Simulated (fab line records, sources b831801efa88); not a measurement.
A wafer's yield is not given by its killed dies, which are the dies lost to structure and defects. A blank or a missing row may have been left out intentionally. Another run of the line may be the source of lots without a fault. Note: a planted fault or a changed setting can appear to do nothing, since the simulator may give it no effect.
Which tool was responsible?    flow gf180mcu    12 lots with 36 wafers sampled at 2 steps, on a route of 602 steps

## WHAT THE GAUGES READ, wafer by wafer
GF_PSD_OVL_MEAS_08.
lot   measured      on          PSD_OVL (nm)
L075  day 14 11:43  overlay-02  -1.5 -0.1 0.0
L077  day 15 07:43  overlay-01  3.2 3.9 3.5
L079  day 16 00:27  overlay-01  0.8 0.9 2.5
L081  day 16 20:09  overlay-02  -1.2 -1.5 -2.3
L083  day 17 10:15  overlay-01  2.5 0.6 1.8
L085  day 18 08:02  overlay-01  0.3 2.5 0.7
L087  day 18 19:00  overlay-02  1.2 1.5 0.5
L089  day 19 13:19  overlay-02  -0.6 1.3 -0.5
L091  day 20 04:44  overlay-02  0.7 -0.1 0.0
L093  day 20 22:29  overlay-01  0.8 0.9 0.7
L095  day 21 16:41  overlay-02  -1.0 -1.4 -2.0
L097  day 22 12:59  overlay-01  1.2 2.1 1.2

## TOOL THAT RAN EACH LOT (tool first, then ch and the chambers of the sampled wafers, then the start)
lot   GF_POLY_GATE_STRIP_14
L075  plasma_asher-02 ch 0,1, day 9 12:00
L077  plasma_asher-01 ch 0,1, day 10 04:31
L079  plasma_asher-01 ch 0,1, day 10 18:51
L081  plasma_asher-02 ch 0,1, day 11 07:53
L083  plasma_asher-02 ch 0,1, day 11 21:29
L085  plasma_asher-02 ch 0, day 12 15:27
L087  plasma_asher-01 ch 0,1, day 13 01:59
L089  plasma_asher-03 ch 0,1, day 13 15:48
L091  plasma_asher-01 ch 1, day 14 04:45
L093  plasma_asher-03 ch 0,1, day 14 20:54
L095  plasma_asher-03 ch 0,1, day 15 12:14
L097  plasma_asher-01 ch 0,1, day 16 06:56
- GF_POLY_GATE_STRIP_14: strips in O2/N2.

## THE ANSWER, worked out from the rows above alone
Rule: usual is defined by the lots themselves. Put in order of their means at a reading, lots are off if they are a third of the lots or fewer, leave a main group of 4 or more, and stand apart from it by a gap of 3 or more times the standard deviation of the main group's means; of several such gaps the widest counts. If all means in a main group match to the digits the tables above print for the reading, that group is not used. A lot without any number at a reading at which 4 lots or more have one is off too. Any other lot the step has rows for is counted as sound.
Across all readings shown, no lot is off: no conclusion can be drawn from this.

## WHAT HAD BEEN PUT IN BY THE SIMULATOR
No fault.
